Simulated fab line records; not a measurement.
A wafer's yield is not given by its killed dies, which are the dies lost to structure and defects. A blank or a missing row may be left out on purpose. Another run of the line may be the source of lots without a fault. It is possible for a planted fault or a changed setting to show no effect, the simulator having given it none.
fab line records | flow sky130
record: lots: 7 wafers: 21 last-day: 50
route steps=708 shown CONTACT@412 PAD_OPEN@708
lots with no fault: from the same line, run without faults
start-h: hours from the record's first day to the start of the lot's first wafer shown | wait-h: hours elapsed since this lot's preceding step | " unchanged from the row above | L1.1+2: a row that stands for several wafers | - value missing, or start not given | * or withheld: withheld | < > ~ a bound
route shown NAME@n: names a module that has steps shown in the file, with the first one's number in the route | usual: the fault-free wafers' mean and standard deviation | same: alike in all rows | chamber/n: place in a boat | sites: each site's reading | _std_site: the standard deviation of these | _edge_site: the outer-site mean with the inner-site mean subtracted | radius-mm: for every site, how far away it sits from the centre of the wafer | mask NAME#n: copy n | behind: the tool/chamber that last shaped the wafer | hold: cause of the lot's hold/its duration in hours/its outcome | device: the transistor (n, p or np) that didn't switch | end of line: tests run on the same wafers once the route is complete | a step given without rows: its recipe and nothing more | killed: at the first sort, the dies lost to defects and structure; wafer yield is something else | map: the dies of a wafer, with x for killed, . for not killed, _ for no die there
set.NAME: the run value of the setting; set.NAME@STEP: its run value at that earlier step | model.NAME: the simulator's own value behind a step, which no gauge read
lots at selected steps of the route; one table per step, one row per wafer
services: from which hour (start-h, from the record's first day; less than 0 if before it) a tool's chamber was out of use, for how many hours, and why
== steps ==
step: SKY_CONTACT_DEHYDRATE_06
recipe: temp-c: 200 time-s: 60
step: SKY_CONTACT_HMDS_07
recipe: prime-time-s: 60 prime-temp-c: 120
step: SKY_CONTACT_COAT_08
recipe: resist: BARC temp-c: withheld time-s: withheld spin-rpm: 3000 resist-thk-nm: 60
step: SKY_CONTACT_COAT_09
recipe: resist: KrF-thick spin-rpm: 3000 resist-thk-nm: 450
step: SKY_CONTACT_SOFTBAKE_10
recipe: temp-c: 100 time-s: 90 resist: KrF-thick
step: SKY_CONTACT_EXPOSE_11
recipe: mask-id: CTM1 na: 0.8 source-shape: annular sigma-inner: 0.55 sigma-outer: 0.85 target-cd-nm: 170 dose-mj: 38
step: SKY_CONTACT_PEB_12
recipe: peb-temp-c: withheld peb-time-s: withheld resist: KrF-thick
step: SKY_CONTACT_DEVELOP_13
recipe: develop-time-s: 60 resist: KrF-thick dev-temp-c: 20.03
step: SKY_CONTACT_CD_MEAS_14
recipe: target-cd-nm: 170
usual: cd-nm: 169.4/1.7
columns lot.wafer tool chamber start-h wait-h cd-nm
L290.1 cd-sem-02 - 742.56 - 166.4
L290.2 " - " " 165.0
L290.4 " - " " 165.7
L295.2 cd-sem-02 - 780.96 - 169.6
L295.4 " - " " 168.1
L295.6 " - " " 167.7
L300.1 cd-sem-01 - 821.46 - 169.5
L300.5 " - " " 170.8
L300.6 " - " " 168.9
L301.1 cd-sem-01 - 830.59 - 169.5
L301.2 " - " " 169.9
L301.3 " - " " 169.7
L302.2 cd-sem-01 - 836.30 - 168.8
L302.3 " - " " 169.5
L302.5 " - " " 167.8
L310.2 cd-sem-02 - 898.91 - 172.3
L310.3 " - " " 172.0
L310.6 " - " " 172.4
L311.2 cd-sem-01 - 901.33 - 169.6
L311.5 " - " " 168.8
L311.6 " - " " 168.0
step: SKY_CONTACT_OVL_MEAS_15
usual: CONTACT_OVL: -1/5.2
columns lot.wafer tool chamber start-h wait-h CONTACT_OVL[nm]
L290.1 overlay-02 - 742.68 0.1 2
L290.2 " - " " 8
L290.4 " - " " 4
L295.2 overlay-01 - 781.06 0.1 14
L295.4 " - " " 3
L295.6 " - " " 5
L300.1 overlay-01 - 821.58 0.1 0
L300.5 " - " " 0
L300.6 " - " " 0
L301.1 overlay-01 - 830.71 0.1 -6
L301.2 " - " " -5
L301.3 " - " " -3
L302.2 overlay-01 - 836.41 0.1 -1
L302.3 " - " " -2
L302.5 " - " " 5
L310.2 overlay-01 - 899.01 0.1 -3
L310.3 " - " " -4
L310.6 " - " " 6
L311.2 overlay-02 - 901.44 0.1 -5
L311.5 " - " " -6
L311.6 " - " " -8
step: SKY_CONTACT_ETCH_16
recipe: chemistry: N2/H2 target: BARC ion-energy-ev: 200 source-w: 500 bias-w: 100 pressure-mtorr: 30 n2-flow-sccm: 100 h2-flow-sccm: 200 stop-on: SiO2 time-s: 45.9 target-depth-a: 600
usual: bias-w: 99.96/0.3 chamber-pressure-mTorr: 30.000/0.027 drypump-motor-current-A: 5.7/0.51 oes-product-au: 0.854/0.0046 rf-fwd-power-W: 493.8/2.3 throttle-valve-pct: 13.225/0.0083
columns lot.wafer tool chamber start-h wait-h bias-w chamber-pressure-mTorr drypump-motor-current-A oes-product-au rf-fwd-power-W rf-hours-counter-h throttle-valve-pct
L290.1 rie-diel-04 1 742.72 0.0 100.18 29.978 6.3 0.847 492.7 29 13.228
L290.2 " 0 " " 99.90 30.004 5.0 0.853 493.1 2 13.231
L290.4 " 3 " " 100.09 29.991 5.4 0.856 497.0 2 13.219
L295.2 rie-diel-03 2 781.09 0.0 99.96 30.035 6.1 0.854 492.4 6 13.215
L295.4 " 2 " " 99.93 30.007 6.1 0.851 491.5 - 13.225
L295.6 " 0 " " 100.01 29.989 6.2 0.857 494.9 - 13.224
L300.1 rie-diel-03 2 821.62 0.0 99.99 29.950 6.1 0.861 494.1 7 13.232
L300.5 " 1 " " 100.43 29.982 4.8 0.856 496.9 - 13.215
L300.6 " 0 " " 99.88 30.001 6.2 0.856 494.6 - 13.235
L301.1 rie-diel-03 0 830.74 0.0 99.73 30.018 6.2 0.854 494.5 3 13.220
L301.2 " 3 " " 99.87 29.982 5.3 0.856 496.7 5 13.215
L301.3 " 2 " " 100.48 29.986 6.1 0.852 493.7 8 13.224
L302.2 rie-diel-01 1 836.44 0.0 100.17 29.945 6.3 0.858 490.5 18 13.235
L302.3 " 0 " " 100.07 29.989 5.9 0.854 494.5 0 13.226
L302.5 " 1 " " 99.79 29.947 6.3 0.858 491.5 - 13.227
L310.2 rie-diel-04 2 899.04 0.0 100.26 29.961 5.1 0.851 493.1 17 13.228
L310.3 " 0 " " 100.47 29.982 5.0 0.854 492.6 7 13.225
L310.6 " 1 " " 99.47 29.986 6.2 0.855 495.4 - 13.239
L311.2 rie-diel-01 3 901.47 0.0 99.51 29.965 5.7 0.859 494.6 1 13.222
L311.5 " 0 " " 99.47 29.999 6.0 0.848 494.8 - 13.204
L311.6 " 3 " " 99.71 30.031 5.7 0.857 495.6 - 13.231
step: SKY_CONTACT_ETCH_17
recipe: target: SiO2 chemistry: C4F8/O2/Ar stop-on: Si3N4 mask-material: KrF-thick source-w: 1500 bias-w: 1200 pressure-mtorr: 40 c4f8-flow-sccm: withheld O2_flow_sccm: 6 Ar_flow_sccm: 300 time-s: withheld target-depth-a: 3400
usual: bias-w: 1200/3.4 chamber-pressure-mTorr: 40.00/0.037 oes-product-au: 0.891/0.0045 rf-fwd-power-W: 1485/6.2
columns lot.wafer tool chamber start-h wait-h bias-w chamber-pressure-mTorr oes-product-au rf-fwd-power-W
L290.1 rie-diel-04 1 742.76 0.0 1204 39.98 0.892 1487
L290.2 " 0 " " 1201 40.00 0.898 1485
L290.4 " 3 " " 1198 39.99 0.896 1478
L295.2 rie-diel-03 2 781.14 0.0 1191 39.97 0.898 1488
L295.4 " 2 " " 1197 40.00 0.887 1483
L295.6 " 0 " " 1202 40.01 0.894 1476
L300.1 rie-diel-03 2 821.66 0.0 1203 40.00 0.893 1482
L300.5 " 1 " " 1203 39.96 0.893 1492
L300.6 " 0 " " 1194 39.96 0.894 1489
L301.1 rie-diel-03 0 830.79 0.0 1190 39.97 0.897 1481
L301.2 " 3 " " 1197 40.05 0.891 1489
L301.3 " 2 " " 1196 40.01 0.889 1483
L302.2 rie-diel-01 1 836.48 0.0 1203 39.99 0.891 1487
L302.3 " 0 " " 1197 40.02 0.891 1489
L302.5 " 1 " " 1200 40.01 0.890 1490
L310.2 rie-diel-04 2 899.09 0.0 1208 40.03 0.900 1489
L310.3 " 0 " " 1205 40.09 0.886 1488
L310.6 " 1 " " 1200 40.04 0.888 1489
L311.2 rie-diel-01 3 901.51 0.0 1195 39.94 0.890 1487
L311.5 " 0 " " 1198 40.00 0.887 1490
L311.6 " 3 " " 1202 39.99 0.889 1491
step: SKY_CONTACT_ETCH_18
recipe: target: Si3N4 chemistry: CHF3/O2 stop-on: TiN source-w: 600 bias-w: 200 pressure-mtorr: 40 chf3-flow-sccm: 50 O2_flow_sccm: 5 time-s: 39 target-depth-a: 750
usual: O2_flow_sccm: 5.000/0.014 bias-w: 200.0/0.6 drypump-motor-current-A: 5.7/0.51 oes-product-au: 0.859/0.0071 rf-fwd-power-W: 592/3 throttle-valve-pct: 8.794/0.0092
columns lot.wafer tool chamber start-h wait-h O2_flow_sccm bias-w drypump-motor-current-A oes-product-au rf-fwd-power-W rf-hours-counter-h throttle-valve-pct model.KrF-thick_of_CONTACT_COAT_09.thk-nm
L290.1 rie-diel-04 1 742 - 5.005 200.1 6.3 0.857 590 29 8.790 235.7
L290.2 " 0 " " 4.995 199.6 5.0 0.851 593 2 8.796 246.2
L290.4 " 3 " " 5.010 200.4 5.4 0.869 591 2 8.794 244.6
L295.2 rie-diel-03 2 781 - 4.979 199.7 6.1 0.852 590 6 8.804 241.4
L295.4 " 2 " " 4.971 199.2 6.1 0.863 587 - 8.784 240.8
L295.6 " 0 " " 4.990 199.8 6.2 0.868 590 - 8.795 242.8
L300.1 rie-diel-03 2 821 - - - - - - - - 325
L300.5 " 1 " " - - - - - - - 328.4
L300.6 " 0 " " - - - - - - - 326.9
L301.1 rie-diel-03 0 830 - - - - - - - - 327.1
L301.2 " 3 " " - - - - - - - 328.5
L301.3 " 2 " " - - - - - - - 326.5
L302.2 rie-diel-01 1 836 - - - - - - - - 323.9
L302.3 " 0 " " - - - - - - - 330.2
L302.5 " 1 " " - - - - - - - 325.7
L310.2 rie-diel-04 2 899 - 5.006 198.8 5.1 0.852 595 17 8.792 245.3
L310.3 " 0 " " 4.988 200.2 5.0 0.856 590 7 8.798 246.1
L310.6 " 1 " " 5.013 200.1 6.2 0.849 593 - 8.798 244.4
L311.2 rie-diel-01 3 901 - 4.997 200.1 5.7 0.867 591 1 8.795 243.3
L311.5 " 0 " " 5.023 199.7 6.0 0.865 594 - 8.798 247.3
L311.6 " 3 " " 4.992 199.6 5.7 0.857 591 - 8.787 244.1
step: SKY_CONTACT_STRIP_19
recipe: chemistry: O2/N2 power-w: 1400 pressure-mtorr: 1500 platen-temp-c: withheld o2-flow-sccm: 3000 n2-flow-sccm: 300 overash-fraction: 0.5
usual: drypump-motor-current-A: 5.5/0.62 oes-product-au: 0.380/0.0045 strip-time-to-endpoint-s: 3.62/0.04
columns lot.wafer tool chamber start-h wait-h drypump-motor-current-A oes-product-au rf-hours-counter-h strip-time-to-endpoint-s
L290.1 plasma-asher-03 0 742.85 - 6.0 0.377 96 3.53
L290.2 " 1 " " 6.1 0.390 96 3.65
L290.4 " 0 " " 6.0 0.379 - 3.65
L295.2 plasma-asher-04 1 781.23 - 4.9 0.382 69 3.60
L295.4 " 0 " " 6.3 0.379 - 3.58
L295.6 " 1 " " 4.9 0.388 - 3.62
L300.1 plasma-asher-01 0 821.75 - 4.8 0.418 30 4.49
L300.5 " 1 " " 5.0 0.416 - 4.52
L300.6 " 0 " " 4.8 0.415 - 4.50
L301.1 plasma-asher-04 0 830.88 - 6.4 0.422 72 4.51
L301.2 " 1 " " 5.0 0.412 72 4.54
L301.3 " 1 " " 4.9 0.419 - 4.50
L302.2 plasma-asher-04 1 836.57 - 4.9 0.412 73 4.49
L302.3 " 1 " " 4.9 0.410 - 4.53
L302.5 " 1 " " 4.9 0.423 - 4.50
L310.2 plasma-asher-03 0 899.18 - 5.9 0.378 112 3.65
L310.3 " 1 " " 6.0 0.374 - 3.64
L310.6 " 1 " " 6.0 0.382 - 3.63
L311.2 plasma-asher-03 1 901.60 - 6.0 0.388 113 3.63
L311.5 " 1 " " 6.0 0.382 - 3.67
L311.6 " 0 " " 6.0 0.380 - 3.63
step: SKY_CONTACT_STRIP_20
recipe: chemistry: post-etch-residue-remover time-s: 1200 temp-c: 72.5
step: SKY_PAD_OPEN_PROBE_99
usual: killed_at_M0_to_M3: 42/7.6 killed_at_M4_up: 3.4/2 killed-at-contacts: 24/5.9 killed-at-front-end: 16/4.5 killed-at-other: 0.4/0.58 killed-dies: 86/10 killed-on-rim: 17/4.2 killed-open: 47/7.6 killed-short: 39/6.7
same: gross-dies: 492 killed-at-back-side: 0
columns lot.wafer tool chamber start-h wait-h killed_at_M0_to_M3 killed_at_M4_up killed-at-contacts killed-at-front-end killed-at-other killed-dies killed-on-rim killed-open killed-short
L290.1 prober-02 - 1081.98 0.1 40 4 21 11 0 76 18 30 46
L290.2 prober-02 - 1082.03 0.1 47 4 22 21 0 94 19 49 45
L290.4 prober-02 - 1082.13 0.2 56 4 15 16 0 91 19 54 37
L295.2 prober-02 - 1110.89 0.1 45 3 37 14 1 100 23 63 36
L295.4 prober-02 - 1110.99 0.2 41 4 34 6 1 86 18 49 37
L295.6 prober-02 - 1111.09 0.2 31 2 31 19 1 84 12 44 38
L300.1 prober-02 - 1142.85 0.2 37 3 441 11 0 492 96 47 41
L300.5 prober-02 - 1143.05 0.3 39 8 425 20 0 492 96 57 39
L300.6 prober-02 - 1143.10 0.4 51 1 423 17 0 492 96 52 43
L301.1 prober-02 - 1149.29 0.1 46 3 429 13 1 492 96 58 31
L301.2 prober-02 - 1149.34 0.1 34 2 436 20 0 492 96 49 32
L301.3 prober-02 - 1149.39 0.2 49 5 424 14 0 492 96 46 45
L302.2 prober-02 - 1151.03 0.1 47 4 428 13 0 492 96 38 50
L302.3 prober-02 - 1151.08 0.2 35 9 431 17 0 492 96 47 39
L302.5 prober-02 - 1151.18 0.2 37 6 431 18 0 492 96 54 36
killed by level:class
L290.1 LOCAL_INTERCONNECT:geometric-particle:short=7 METAL2:geometric-particle:short=7 VIA1:geometric-particle:open=6 METAL1:geometric-particle:short=5 CONTACT:geometric-particle:open=5 VIA1:geometric-particle:short=5 VIA2:geometric-particle:open=5 VIA3:geometric-particle:open=5
L290.2 VIA1:geometric-particle:open=10 LI_CONTACT:geometric-particle:open=9 METAL1:geometric-particle:short=8 METAL3:geometric-particle:short=7 FIELD_ISO:geometric-particle:open=6 CONTACT:geometric-particle:open=6 METAL2:geometric-particle:short=6 VIA2:geometric-particle:short=5
L290.4 VIA1:geometric-particle:open=12 CONTACT:geometric-particle:open=7 VIA2:geometric-particle:open=7 VIA3:geometric-particle:open=7 METAL1:geometric-particle:short=6 FIELD_ISO:geometric-particle:open=5 POLY_GATE:geometric-particle:short=5 METAL2:geometric-particle:open=5
L295.2 CONTACT:geometric-particle:open=17 VIA1:geometric-particle:open=11 VIA2:geometric-particle:open=9 LI_CONTACT:geometric-particle:open=7 VIA3:geometric-particle:open=7 CONTACT:geometric-particle:short=5 METAL2:geometric-particle:open=4 METAL2:geometric-particle:short=4
L295.4 CONTACT:geometric-particle:open=18 METAL2:geometric-particle:short=7 VIA1:geometric-particle:open=7 LI_CONTACT:geometric-particle:open=6 CONTACT:geometric-particle:short=6 VIA3:geometric-particle:open=6 VIA1:geometric-particle:short=4 METAL1:geometric-particle:short=4
L295.6 CONTACT:geometric-particle:open=12 FIELD_ISO:geometric-particle:open=8 FIELD_ISO:geometric-particle:short=7 VIA1:geometric-particle:open=7 LI_CONTACT:geometric-particle:open=6 VIA1:geometric-particle:short=5 LI_CONTACT:geometric-particle:short=4 LOCAL_INTERCONNECT:geometric-particle:short=4
L300.1 CONTACT:area-etch=404 CONTACT:geometric-particle:open=13 LI_CONTACT:geometric-particle:open=11 METAL2:geometric-particle:short=8 VIA1:geometric-particle:short=6 VIA2:geometric-particle:open=5 VIA3:geometric-particle:open=5 FIELD_ISO:geometric-particle:short=4
L300.5 CONTACT:area-etch=396 CONTACT:geometric-particle:open=14 VIA1:geometric-particle:open=10 METAL1:geometric-particle:short=8 LI_CONTACT:geometric-particle:open=6 VIA2:geometric-particle:open=6 POLY_GATE:geometric-particle:short=5 POLY_GATE:geometric-particle:open=5
L300.6 CONTACT:area-etch=397 VIA1:geometric-particle:open=13 LI_CONTACT:geometric-particle:open=12 CONTACT:geometric-particle:open=6 CONTACT:geometric-particle:short=6 VIA1:geometric-particle:short=6 METAL2:geometric-particle:short=6 FIELD_ISO:geometric-particle:short=5
L301.1 CONTACT:area-etch=403 VIA1:geometric-particle:open=14 CONTACT:geometric-particle:open=10 VIA2:geometric-particle:open=8 LI_CONTACT:geometric-particle:open=5 VIA1:geometric-particle:short=5 VIA3:geometric-particle:short=5 POLY_GATE:geometric-particle:open=4
L301.2 CONTACT:area-etch=411 LI_CONTACT:geometric-particle:open=10 CONTACT:geometric-particle:open=10 VIA1:geometric-particle:open=7 VIA3:geometric-particle:open=6 FIELD_ISO:geometric-particle:short=5 POLY_GATE:geometric-particle:short=5 VIA1:geometric-particle:short=5
L301.3 CONTACT:area-etch=401 VIA1:geometric-particle:open=10 CONTACT:geometric-particle:open=10 METAL2:geometric-particle:short=10 VIA3:geometric-particle:open=7 VIA2:geometric-particle:open=7 FIELD_ISO:geometric-particle:short=4 CONTACT:geometric-particle:short=4
L302.2 CONTACT:area-etch=404 VIA2:geometric-particle:open=9 VIA1:geometric-particle:open=9 VIA1:geometric-particle:short=8 METAL2:geometric-particle:short=8 LOCAL_INTERCONNECT:geometric-particle:short=7 LI_CONTACT:geometric-particle:open=6 FIELD_ISO:geometric-particle:short=5
L302.3 CONTACT:area-etch=406 CONTACT:geometric-particle:open=12 VIA1:geometric-particle:open=9 VIA3:geometric-particle:open=7 POLY_GATE:geometric-particle:short=6 LI_CONTACT:geometric-particle:open=6 METAL4:geometric-particle:short=6 FIELD_ISO:geometric-particle:open=4
L302.5 CONTACT:area-etch=402 CONTACT:geometric-particle:open=14 VIA1:geometric-particle:open=10 VIA2:geometric-particle:open=9 CONTACT:geometric-particle:short=7 VIA3:geometric-particle:open=6 POLY_GATE:geometric-particle:short=4 VIA1:geometric-particle:short=4
map L300.1 (x killed, . not)
__________xxxxxxxxxx_________
________xxxxxxxxxxxxxx_______
______xxxxxxxxxxxxxxxxxx_____
_____xxxxxxxxxxxxxxxxxxxx____
____xxxxxxxxxxxxxxxxxxxxxx___
___xxxxxxxxxxxxxxxxxxxxxxxx__
__xxxxxxxxxxxxxxxxxxxxxxxxxx_
_xxxxxxxxxxxxxxxxxxxxxxxxxxxx
_xxxxxxxxxxxxxxxxxxxxxxxxxxxx
_xxxxxxxxxxxxxxxxxxxxxxxxxxxx
_xxxxxxxxxxxxxxxxxxxxxxxxxxxx
_xxxxxxxxxxxxxxxxxxxxxxxxxxxx
_xxxxxxxxxxxxxxxxxxxxxxxxxxxx
_xxxxxxxxxxxxxxxxxxxxxxxxxxxx
_xxxxxxxxxxxxxxxxxxxxxxxxxxxx
__xxxxxxxxxxxxxxxxxxxxxxxxxx_
___xxxxxxxxxxxxxxxxxxxxxxxx__
____xxxxxxxxxxxxxxxxxxxxxx___
_____xxxxxxxxxxxxxxxxxxxx____
______xxxxxxxxxxxxxxxxxx_____
________xxxxxxxxxxxxxx_______
__________xxxxxxxxxx_________
map L301.1 (x killed, . not)
__________xxxxxxxxxx_________
________xxxxxxxxxxxxxx_______
______xxxxxxxxxxxxxxxxxx_____
_____xxxxxxxxxxxxxxxxxxxx____
____xxxxxxxxxxxxxxxxxxxxxx___
___xxxxxxxxxxxxxxxxxxxxxxxx__
__xxxxxxxxxxxxxxxxxxxxxxxxxx_
_xxxxxxxxxxxxxxxxxxxxxxxxxxxx
_xxxxxxxxxxxxxxxxxxxxxxxxxxxx
_xxxxxxxxxxxxxxxxxxxxxxxxxxxx
_xxxxxxxxxxxxxxxxxxxxxxxxxxxx
_xxxxxxxxxxxxxxxxxxxxxxxxxxxx
_xxxxxxxxxxxxxxxxxxxxxxxxxxxx
_xxxxxxxxxxxxxxxxxxxxxxxxxxxx
_xxxxxxxxxxxxxxxxxxxxxxxxxxxx
__xxxxxxxxxxxxxxxxxxxxxxxxxx_
___xxxxxxxxxxxxxxxxxxxxxxxx__
____xxxxxxxxxxxxxxxxxxxxxx___
_____xxxxxxxxxxxxxxxxxxxx____
______xxxxxxxxxxxxxxxxxx_____
________xxxxxxxxxxxxxx_______
__________xxxxxxxxxx_________
== services ==
columns tool chamber start-h hours kind
rie-diel-01 2 719.68 3.7 repair
rie-diel-03 0 730.06 8.3 repair
plasma-asher-01 - 737.37 6.8 repair
rie-diel-04 - 743.68 2.8 pm
rie-diel-03 1 776.83 6.7 repair
plasma-asher-01 - 778.95 2.8 pm
rie-diel-01 0 787.15 32.6 repair
rie-diel-01 2 788.93 11.4 repair
plasma-asher-04 - 795.43 0.9 repair
plasma-asher-04 - 798.10 9.4 repair
plasma-asher-04 - 807.52 9.4 repair
rie-diel-01 0 819.71 - clean
rie-diel-01 0 819.71 15.0 scheduled-down
rie-diel-01 0 819.71 15.0 vent-cycle
rie-diel-04 0 821.91 5.6 repair
rie-diel-01 - 832.60 1.2 repair
rie-diel-01 3 842.05 5.9 repair
rie-diel-01 1 846.89 4.7 repair
rie-diel-04 1 849.97 6.1 repair
rie-diel-03 - 857.40 9.0 repair
rie-diel-03 2 875.74 21.6 repair
rie-diel-03 - 877.02 0.2 repair
plasma-asher-04 - 884.23 14.6 pm
rie-diel-01 - 895.57 0.1 repair
== key ==
first-sign: step: SKY_CONTACT_ETCH_18 reading: tool-record direction: missing
effect: step: SKY_CONTACT_STRIP_19 reading: strip-time-to-endpoint-s direction: up sigmas: 22 usual: * struck: *
effect: step: SKY_PAD_OPEN_PROBE_99 reading: killed-at-contacts direction: up sigmas: 68 usual: 24 struck: 430
model-effect: step: SKY_CONTACT_ETCH_18 value: KrF-thick_of_CONTACT_COAT_09.thk-nm without: 242.3 struck: 326.9
more-kills-born-at: SKY_CONTACT_ETCH_18@rie-diel-03: 2412 SKY_CONTACT_ETCH_18@rie-diel-01: 1212
met-at SKY_CONTACT_ETCH_18
struck-wafers L300.1,L300.5,L300.6,L301.1,L301.2,L301.3,L302.2,L302.3,L302.5
later-rows-left-out L300.1,L300.5,L300.6,L301.1,L301.2,L301.3,L302.2,L302.3,L302.5
tester-left-out L300,L301,L302
onset-between 781 821
fault: kind: skipped-step-whole tool: rie-diel-01,rie-diel-03 chamber: - onset-h: 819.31 steps: SKY_CONTACT_ETCH_18 scope: struck-lots-only
tester-left-out: of these lots the tester's yield and bins aren't shown, on N5 and GAA mostly nor the transistor test; their killed dies are dies lost to structure and defects alone, not to doping, threshold or leakage, so they don't give the yield
later-rows-left-out: the simulator's readings of these wafers behind a module that went badly wrong aren't trusted and aren't shown, but for the sort
